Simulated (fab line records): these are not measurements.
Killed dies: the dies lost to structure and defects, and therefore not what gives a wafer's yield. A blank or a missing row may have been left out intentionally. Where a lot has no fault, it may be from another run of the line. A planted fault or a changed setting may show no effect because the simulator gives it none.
Chamber matching	flow gf180mcu	4 sister chambers for GF_HV_LDD_ETCHBACK_58 on rieDiel-03
The step etches Si3N4 in CH3F/O2, stops on SiO2, time 100 s, target depth 90 nm. 8 wafers are shown with their chamber, then 7 later ones without.

## WAFERS, EACH WITH ITS CHAMBER
wafer	chamber	drypumpMotorCurrentA (A)	oesProductAu (a.u.)
L127.6	1	5.57	0.850
L133.2	1	5.58	0.839
L134.6	0	5.58	0.840
L136.1	2	5.62	0.837
L136.3	0	5.53	0.847
L136.6	2	5.60	0.844
L140.1	3	5.44	0.859
L140.2	3	5.44	0.853

## WAFERS WITH NO CHAMBER GIVEN
wafer	drypumpMotorCurrentA (A)	oesProductAu (a.u.)
L140.6	5.44	0.845
L146.1	5.57	0.841
L146.4	5.58	0.842
L146.5	5.58	0.836
L145.2	5.60	0.847
L145.3	5.43	0.844
L145.6	5.65	0.845

## EACH ONE'S CHAMBER
wafer	from the rows above	in truth
L140.6	3	3
L146.1	can't be placed: 1 or 0 or 2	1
L146.4	can't be placed: 1 or 0 or 2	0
L146.5	can't be placed: 1 or 2 or 0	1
L145.2	can't be placed: 2 or 1 or 0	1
L145.3	3	3
L145.6	can't be placed: 2 or 1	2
Correct placement for 2 of the 7. From these rows, 5 cannot be placed; in 5 the true chamber is one of the candidates. Number placed wrongly: 0.
How it was worked out, from the rows above alone: a wafer's distance from a chamber is the root of the sum, over the readings, of the square of ((its reading less the chamber's mean) divided by the reading's scatter). The wafer belongs to the nearest chamber; if the next one is less than 2 further off, it can't be placed. For every chamber, the mean is computed from those of its wafers that are shown. The scatter is the square root of a quotient: the sum, over the shown wafers, of each reading's squared deviation from its chamber's mean, divided by wafers minus chambers.
